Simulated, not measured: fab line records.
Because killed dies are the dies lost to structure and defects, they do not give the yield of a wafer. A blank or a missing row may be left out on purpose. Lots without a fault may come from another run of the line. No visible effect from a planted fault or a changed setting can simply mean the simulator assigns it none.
The tool behind it: which one? :: flow gf180mcu :: 12 lots with 36 wafers sampled at 4 steps, on a route of 602 steps

WHAT EACH GAUGE READ, for each wafer
GF_STI_THK_MEAS_30. Usual: STI_OXIDATION_02_THK gives 9.95 nm (standard deviation 0.16).
lot: L121
measured: day 2 05:34
on: film-metro-01
STI_OXIDATION_02_THK (nm): 9.94 9.97 10.05
flag: 

lot: L122
measured: day 2 14:02
on: film-metro-04
STI_OXIDATION_02_THK (nm): 10.00 9.92 9.89
flag: 

lot: L123
measured: day 2 18:05
on: film-metro-01
STI_OXIDATION_02_THK (nm): 10.11 10.29 10.12
flag: 

lot: L124
measured: day 2 21:42
on: film-metro-01
STI_OXIDATION_02_THK (nm): 10.19 10.07 10.15
flag: 

lot: L125
measured: day 3 02:10
on: film-metro-01
STI_OXIDATION_02_THK (nm): 9.96 9.83 9.89
flag: 

lot: L126
measured: day 3 07:43
on: film-metro-02
STI_OXIDATION_02_THK (nm): 9.74 9.81 9.74
flag: 

lot: L127
measured: day 3 13:33
on: film-metro-02
STI_OXIDATION_02_THK (nm): 9.74 10.09 10.00
flag: 

lot: L128
measured: day 3 18:37
on: film-metro-04
STI_OXIDATION_02_THK (nm): 9.81 9.67 9.85
flag: 

lot: L129
measured: day 3 22:23
on: film-metro-01
STI_OXIDATION_02_THK (nm): 9.64 9.83 9.80
flag: 

lot: L133
measured: day 4 21:02
on: film-metro-01
STI_OXIDATION_02_THK (nm): 9.90 9.75 9.84
flag: 

lot: L134
measured: day 5 01:55
on: film-metro-02
STI_OXIDATION_02_THK (nm): 9.76 9.87 9.69
flag: 

lot: L140
measured: day 6 11:20
on: film-metro-04
STI_OXIDATION_02_THK (nm): 9.86 9.84 9.75
flag: 

GF_POLY_GATE_THK_MEAS_01. Usual: POLY_GATE_CVD_00_THK gives 201.5 nm (standard deviation 2.5).
lot: L121
measured: day 8 08:49
on: film-metro-04
POLY_GATE_CVD_00_THK (nm): 201.4 201.7 199.8
flag: 

lot: L122
measured: day 8 23:12
on: film-metro-03
POLY_GATE_CVD_00_THK (nm): 201.8 202.6 203.1
flag: 

lot: L123
measured: day 9 03:32
on: film-metro-04
POLY_GATE_CVD_00_THK (nm): 204.1 205.1 204.0
flag: 

lot: L124
measured: day 9 10:48
on: film-metro-02
POLY_GATE_CVD_00_THK (nm): 201.4 200.5 201.5
flag: 

lot: L125
measured: day 9 17:51
on: film-metro-02
POLY_GATE_CVD_00_THK (nm): 196.8 198.4 197.7
flag: 

lot: L126
measured: day 9 21:11
on: film-metro-03
POLY_GATE_CVD_00_THK (nm): 206.2 207.2 205.7
flag: 

lot: L127
measured: day 10 04:34
on: film-metro-02
POLY_GATE_CVD_00_THK (nm): 195.9 193.7 195.5
flag: 

lot: L128
measured: day 10 14:41
on: film-metro-02
POLY_GATE_CVD_00_THK (nm): 199.9 201.0 200.9
flag: 

lot: L129
measured: day 10 18:53
on: film-metro-04
POLY_GATE_CVD_00_THK (nm): 201.5 200.6 200.2
flag: 

lot: L133
measured: day 11 23:54
on: film-metro-03
POLY_GATE_CVD_00_THK (nm): 205.7 204.4 206.6
flag: 

lot: L134
measured: day 12 05:54
on: film-metro-04
POLY_GATE_CVD_00_THK (nm): 200.3 201.3 201.7
flag: 

lot: L140
measured: day 14 04:57
on: film-metro-04
POLY_GATE_CVD_00_THK (nm): 200.4 200.3 200.8
flag: 

GF_HV_LDD_CD_MEAS_19 targets a cd of 400 nm. Usual: cd-nm at 400.1 nm, with a standard deviation of 2.2.
lot: L121
measured: day 10 14:50
on: cd-sem-01
cd-nm (nm): 400.0 399.2 398.5
flag: 

lot: L122
measured: day 11 05:59
on: cd-sem-01
cd-nm (nm): 400.4 403.5 401.2
flag: 

lot: L123
measured: day 11 11:27
on: cd-sem-02
cd-nm (nm): 400.3 397.8 399.2
flag: 

lot: L124
measured: day 11 18:36
on: cd-sem-02
cd-nm (nm): 402.3 398.9 401.3
flag: 

lot: L125
measured: day 12 03:03
on: cd-sem-02
cd-nm (nm): 401.2 401.6 402.0
flag: 

lot: L126
measured: day 12 08:10
on: cd-sem-01
cd-nm (nm): 401.2 399.9 402.0
flag: 

lot: L127
measured: day 12 14:04
on: cd-sem-02
cd-nm (nm): 405.6 402.6 404.8
flag: 

lot: L128
measured: day 13 01:17
on: cd-sem-02
cd-nm (nm): 396.6 397.7 395.8
flag: 

lot: L129
measured: day 13 06:53
on: cd-sem-01
cd-nm (nm): 400.1 399.0 397.1
flag: 

lot: L133
measured: day 14 13:20
on: cd-sem-01
cd-nm (nm): 401.8 402.0 402.5
flag: 

lot: L134
measured: day 14 20:11
on: cd-sem-02
cd-nm (nm): 396.8 397.5 398.0
flag: 

lot: L140
measured: day 16 23:44
on: cd-sem-02
cd-nm (nm): 401.4 404.1 402.0
flag: 

EACH LOT AND THE TOOL THAT RAN IT (in order: tool; ch and the chambers of the sampled wafers; start)
lot: L121
GF_MVSD_EXPOSE_04: iline-stepper-01 ch 0, day 4 02:04

lot: L122
GF_MVSD_EXPOSE_04: iline-stepper-02 ch 0, day 4 13:42

lot: L123
GF_MVSD_EXPOSE_04: iline-stepper-02 ch 0, day 4 16:14

lot: L124
GF_MVSD_EXPOSE_04: iline-stepper-01 ch 0, day 5 00:35

lot: L125
GF_MVSD_EXPOSE_04: iline-stepper-01 ch 0, day 5 02:54

lot: L126
GF_MVSD_EXPOSE_04: iline-stepper-02 ch 0, day 5 08:20

lot: L127
GF_MVSD_EXPOSE_04: iline-stepper-02 ch 0, day 5 15:18

lot: L128
GF_MVSD_EXPOSE_04: iline-stepper-01 ch 0, day 5 20:05

lot: L129
GF_MVSD_EXPOSE_04: iline-stepper-01 ch 0, day 6 00:19

lot: L133
GF_MVSD_EXPOSE_04: iline-stepper-01 ch 0, day 7 01:56

lot: L134
GF_MVSD_EXPOSE_04: iline-stepper-01 ch 0, day 7 06:29

lot: L140
GF_MVSD_EXPOSE_04: iline-stepper-02 ch 0, day 8 19:34
- GF_MVSD_EXPOSE_04: exposes mask MVSD, target cd 1000 nm.

WHAT THE TOOLS THEMSELVES READ (means of the sampled wafers that have a number; where no wafer has one, the mark that the record gives instead)
GF_MVSD_EXPOSE_04. Usual: exposure-dose-mJ-cm2 259.97, standard deviation 0.28; reticle-temp-C 23.01 C, standard deviation 0.099; stage-vel-mm-s 500.02 mm/s, standard deviation 0.26.
lot: L121
tool: iline-stepper-01
exposure-dose-mJ-cm2: 260.07
reticle-temp-C (C): 23.08
stage-vel-mm-s (mm/s): 499.97
flag: 

lot: L122
tool: iline-stepper-02
exposure-dose-mJ-cm2: 259.71
reticle-temp-C (C): 23.02
stage-vel-mm-s (mm/s): 500.32
flag: 

lot: L123
tool: iline-stepper-02
exposure-dose-mJ-cm2: 259.97
reticle-temp-C (C): 23.03
stage-vel-mm-s (mm/s): 499.86
flag: 

lot: L124
tool: iline-stepper-01
exposure-dose-mJ-cm2: 259.83
reticle-temp-C (C): 23.09
stage-vel-mm-s (mm/s): 499.90
flag: 

lot: L125
tool: iline-stepper-01
exposure-dose-mJ-cm2: 260.20
reticle-temp-C (C): 23.03
stage-vel-mm-s (mm/s): 500.26
flag: 

lot: L126
tool: iline-stepper-02
exposure-dose-mJ-cm2: 259.88
reticle-temp-C (C): 23.04
stage-vel-mm-s (mm/s): 500.12
flag: 

lot: L127
tool: iline-stepper-02
exposure-dose-mJ-cm2: 259.91
reticle-temp-C (C): 23.00
stage-vel-mm-s (mm/s): 500.17
flag: 

lot: L128
tool: iline-stepper-01
exposure-dose-mJ-cm2: 259.81
reticle-temp-C (C): 23.12
stage-vel-mm-s (mm/s): 500.01
flag: 

lot: L129
tool: iline-stepper-01
exposure-dose-mJ-cm2: 259.78
reticle-temp-C (C): 23.09
stage-vel-mm-s (mm/s): 500.07
flag: 

lot: L133
tool: iline-stepper-01
exposure-dose-mJ-cm2: 273.21
reticle-temp-C (C): 22.97
stage-vel-mm-s (mm/s): 500.05
flag: OFF

lot: L134
tool: iline-stepper-01
exposure-dose-mJ-cm2: 273.88
reticle-temp-C (C): 22.98
stage-vel-mm-s (mm/s): 499.75
flag: OFF

lot: L140
tool: iline-stepper-02
exposure-dose-mJ-cm2: 260.29
reticle-temp-C (C): 22.96
stage-vel-mm-s (mm/s): 500.16
flag: 

THE ANSWER, worked out from the rows above alone
Rule: a lot counts as off when the mean over its wafers that have a number is more than 3 standard deviations away from the usual mean. A lot without any number at a reading at which 4 lots or more have one is off too. Any other lot the step has rows for is counted as sound. After the gauges, taken in route order, come the tools' own readings; for these a lot's mean is taken, as printed above. At the first step where some lot is off, the reading lying furthest off is the one used; lots without a number count as furthest.
Off: L133, L134, at GF_MVSD_EXPOSE_04 (exposure-dose-mJ-cm2).
A tool fits if, at that step or a process step before it, it ran every lot that is off, and no sound lot after the first of them. One candidate fits, namely iline-stepper-01 at GF_MVSD_EXPOSE_04. Its last sound lot is L129 (day 6 00:19), its first lot that is off L133 (day 7 01:56): a fault that began between those two fits.
The tool's own readings at GF_MVSD_EXPOSE_04 bear it out: on the lots that are off they differ by more than 5 times the standard deviation of the sound lots' means. exposure-dose-mJ-cm2 reads 273.54 there against 259.94 on the sound lots.

WHAT WAS PUT IN BY THE SIMULATOR
Process parameter drift: iline-stepper-01, from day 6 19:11 on, at GF_MVSD_EXPOSE_04. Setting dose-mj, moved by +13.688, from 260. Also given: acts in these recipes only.
Struck lots among those shown: L133, L134. Same finding as the rule above.
